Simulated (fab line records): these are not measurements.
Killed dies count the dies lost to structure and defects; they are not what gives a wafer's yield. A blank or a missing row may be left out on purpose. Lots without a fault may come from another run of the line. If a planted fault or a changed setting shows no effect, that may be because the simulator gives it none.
What tool caused it? ; flow gf180mcu ; 11 lots with 33 wafers sampled at 6 steps, on a route of 602 steps

## WHAT THE GAUGES SHOWED, per wafer
GF_STI_THK_MEAS_04. Usual: STI_CVD_03_THK 207.1 nm, standard deviation 1.8.
lot;measured;on;STI_CVD_03_THK (nm);flag
L212;day 1 23:34;film_metro-03;207.3 205.9 205.8;
L213;day 2 06:31;film_metro-04;205.9 205.3 205.6;
L214;day 2 09:34;film_metro-03;207.7 207.2 206.9;
L215;day 2 14:34;film_metro-04;209.2 207.4 209.8;
L216;day 2 19:35;film_metro-04;206.6 206.1 208.2;
L218;day 3 05:35;film_metro-04;207.1 205.9 207.4;
L224;day 4 11:38;film_metro-03;205.7 206.8 207.4;
L225;day 4 16:34;film_metro-03;206.9 207.6 207.1;
L229;day 5 13:53;film_metro-02;206.8 207.9 207.9;
L232;day 6 03:34;film_metro-02;204.8 204.0 205.4;
L233;day 6 10:53;film_metro-02;206.0 206.9 207.4;

GF_CONTACT_THK_MEAS_03. Usual: CONTACT_CVD_02_THK 859 nm, standard deviation 12.
lot;measured;on;CONTACT_CVD_02_THK (nm);flag
L212;day 15 22:15;film_metro-02;855 870 858;
L213;day 16 13:44;film_metro-02;844 854 868;
L214;day 16 19:28;film_metro-02;828 854 856;
L215;day 17 05:20;film_metro-02;850 872 867;
L216;day 17 11:53;film_metro-04;851 848 878;
L218;day 17 21:56;film_metro-02;848 883 871;
L229;day 22 05:47;film_metro-02;862 862 872;
L232;day 22 19:16;film_metro-01;861 856 838;
L233;day 23 04:31;film_metro-01;860 864 853;

GF_CONTACT_CD_MEAS_14: the cd target is 220 nm. Usual: cd_nm 220.4 nm, standard deviation 1.5.
lot;measured;on;cd_nm (nm);flag
L212;day 16 21:27;cd_sem-01;221.1 221.9 220.5;
L213;day 17 13:08;cd_sem-01;219.3 220.4 220.2;
L214;day 17 19:10;cd_sem-01;221.0 221.4 221.6;
L215;day 18 05:52;cd_sem-01;219.8 221.0 222.0;
L216;day 18 11:44;cd_sem-01;220.6 220.1 221.0;
L218;day 18 22:04;cd_sem-01;222.3 221.1 222.1;
L229;day 23 04:53;cd_sem-02;223.7 224.2 224.9;
L232;day 23 18:29;cd_sem-01;222.1 220.8 220.8;
L233;day 24 03:35;cd_sem-01;221.0 221.9 220.4;

## WHAT TOOL EACH LOT RAN ON (gives the tool, then ch and the chambers of the sampled wafers, and finally the start)
lot;GF_STI_ETCH_13;GF_STI_ETCH_14;GF_STI_STRIP_15
L212;rie_diel-02 ch 0,2,3, day 2 11:21;rie_si-02 ch 1,3, day 2 11:26;plasma_asher-01 ch 0,1, day 2 11:32
L213;rie_diel-03 ch 0,1, day 2 18:24;rie_si-02 ch 1,3, day 2 18:29;plasma_asher-03 ch 0,1, day 2 18:34
L214;rie_diel-01 ch 0,1, day 2 21:22;rie_si-01 ch 0,1,2, day 2 21:26;plasma_asher-02 ch 0,1, day 2 21:31
L215;rie_diel-01 ch 0,3, day 3 02:30;rie_si-01 ch 0,2,3, day 3 02:35;plasma_asher-01 ch 0,1, day 3 02:40
L216;rie_diel-03 ch 2,3, day 3 08:06;rie_si-01 ch 0,1,2, day 3 08:11;plasma_asher-01 ch 0,1, day 3 08:17
L218;rie_diel-02 ch 0,2, day 3 19:03;rie_si-02 ch 2,3, day 3 19:08;plasma_asher-03 ch 0, day 3 19:13
L224;rie_diel-02 ch 1,2, day 5 00:58;rie_si-01 ch 1,3, day 5 01:02;plasma_asher-01 ch 0,1, day 5 01:07
L225;rie_diel-02 ch 0,2, day 5 06:39;rie_si-02 ch 0,1,3, day 5 06:46;plasma_asher-03 ch 0,1, day 5 06:50
L229;rie_diel-01 ch 1,2, day 6 04:03;rie_si-01 ch 1,2, day 6 04:08;plasma_asher-02 ch 0,1, day 6 04:12
L232;rie_diel-03 ch 0,1,3, day 6 18:27;rie_si-01 ch 0,1,3, day 6 18:32;plasma_asher-03 ch 0,1, day 6 18:36
L233;rie_diel-01 ch 2,3, day 7 02:15;rie_si-02 ch 0,1, day 7 02:20;plasma_asher-03 ch 0,1, day 7 02:26
- GF_STI_ETCH_13: etches the open film in CHF3/O2, stops on Si, target depth 282.31 nm, time 112.9 s.
- GF_STI_ETCH_14: etches Si in HBr/Cl2/O2, target depth 360 nm, time 102.9 s.
- GF_STI_STRIP_15: strips in O2/N2.

## WHAT THE TOOLS THEMSELVES READ (means of the sampled wafers that have a number; where no wafer has one, the mark that the record gives instead)
GF_STI_ETCH_13. Usual: O2_flow_sccm 5.002 sccm, standard deviation 0.015; drypump_motor_current_A 5.8 A, standard deviation 0.45; oes_product_au 0.832 a.u., standard deviation 0.0063; run_length_s 141.4 s, standard deviation 0.34; throttle_valve_pct 8.811 %, standard deviation 0.0094.
lot;tool;O2_flow_sccm (sccm);drypump_motor_current_A (A);oes_product_au (a.u.);run_length_s (s);throttle_valve_pct (%);flag
L212;rie_diel-02;5.011;5.7;0.833;141.5;8.809;
L213;rie_diel-03;4.998;5.7;0.822;141.6;8.805;
L214;rie_diel-01;5.001;6.1;0.832;140.9;8.813;
L215;rie_diel-01;5.012;5.5;0.839;141.6;8.816;
L216;rie_diel-03;5.021;5.6;0.832;141.6;8.810;
L218;rie_diel-02;5.002;5.6;0.833;141.3;8.809;
L224;rie_diel-02;4.995;5.4;0.992;60.6;8.871;OFF
L225;rie_diel-02;4.987;5.7;0.993;60.9;8.863;OFF
L229;rie_diel-01;5.007;6.1;0.835;141.2;8.809;
L232;rie_diel-03;4.996;5.7;0.824;141.5;8.805;
L233;rie_diel-01;5.001;5.8;0.831;141.8;8.817;

GF_STI_ETCH_14. Usual: HBr_flow_sccm 150.0 sccm, standard deviation 0.48; O2_flow_sccm 6.002 sccm, standard deviation 0.017; drypump_motor_current_A 5.5 A, standard deviation 0.56; oes_product_au 1.002 a.u., standard deviation 0.0097; run_length_s 131.2 s, standard deviation 0.42; throttle_valve_pct 25.655 %, standard deviation 0.01.
lot;tool;HBr_flow_sccm (sccm);O2_flow_sccm (sccm);drypump_motor_current_A (A);oes_product_au (a.u.);run_length_s (s);throttle_valve_pct (%);flag
L212;rie_si-02;150.3;6.006;5.0;0.984;131.0;25.661;
L213;rie_si-02;149.7;6.003;5.0;0.998;131.0;25.666;
L214;rie_si-01;149.9;6.008;5.3;1.005;131.0;25.654;
L215;rie_si-01;150.1;6.006;5.7;1.004;130.9;25.659;
L216;rie_si-01;150.1;6.008;5.3;1.009;131.3;25.651;
L218;rie_si-02;149.8;5.997;5.5;0.999;131.3;25.665;
L224;rie_si-01;149.3;5.990;5.3;0.350;131.5;26.086;OFF
L225;rie_si-02;150.3;5.992;5.2;0.355;131.2;26.081;OFF
L229;rie_si-01;150.0;6.003;5.5;1.011;130.9;25.647;
L232;rie_si-01;150.2;6.010;5.5;1.005;131.4;25.646;
L233;rie_si-02;150.2;6.004;5.5;1.008;131.3;25.659;

GF_STI_STRIP_15. Usual: drypump_motor_current_A 6.0 A, standard deviation 0.55; heater_power_w 340 W, standard deviation 44; oes_product_au 0.384 a.u., standard deviation 0.0044; strip_time_to_endpoint_s 3.74 s, standard deviation 0.051.
lot;tool;drypump_motor_current_A (A);heater_power_w (W);oes_product_au (a.u.);strip_time_to_endpoint_s (s);flag
L212;plasma_asher-01;6.1;316;0.382;3.74;
L213;plasma_asher-03;5.3;314;0.386;3.76;
L214;plasma_asher-02;6.4;358;0.383;3.75;
L215;plasma_asher-01;6.2;316;0.387;3.72;
L216;plasma_asher-01;6.4;322;0.381;3.65;
L218;plasma_asher-03;4.9;319;0.384;3.70;
L224;plasma_asher-01;6.4;324;0.461;5.58;OFF
L225;plasma_asher-03;5.6;318;0.458;5.55;OFF
L229;plasma_asher-02;6.4;341;0.385;3.73;
L232;plasma_asher-03;5.3;321;0.386;3.80;
L233;plasma_asher-03;5.6;319;0.383;3.76;

## THE ANSWER, worked out from the rows above alone
Rule: lot off if the mean of its wafers having a number is beyond 3 standard deviations from the usual mean. Also off: a lot with no number at a reading for which 4 or more lots have one. All remaining lots with rows at the step are treated as sound. First the gauges in route order, then the tools' own readings, where a lot's mean is used as printed above. The first step at which some lot is off is used, and at that step the reading that is off furthest; a lot without a number counts as furthest.
Off at GF_STI_ETCH_13 (run_length_s): L224, L225.
If a tool, at that step or one of the process steps before it, ran each lot that is off and ran no sound lot following the first of them, it fits. One fits: rie_diel-02 at GF_STI_ETCH_13. Its last sound lot is L218 (day 3 19:03), its first lot that is off L224 (day 5 00:58): a fault that began between those two fits.
The tool's own readings at GF_STI_ETCH_13 bear it out: on the lots that are off they differ by more than 5 times the standard deviation of the sound lots' means. oes_product_au reads 0.992 a.u. there against 0.831 a.u. on the sound lots; run_length_s reads 60.8 s there against 141.4 s on the sound lots; throttle_valve_pct reads 8.867 % there against 8.810 % on the sound lots.

## WHAT HAD BEEN PUT IN BY THE SIMULATOR
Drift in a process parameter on rie_diel-02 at GF_STI_ETCH_13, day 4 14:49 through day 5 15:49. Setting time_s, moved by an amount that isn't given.
Shown lots that were struck: L224, L225. The rule above reached the same finding.
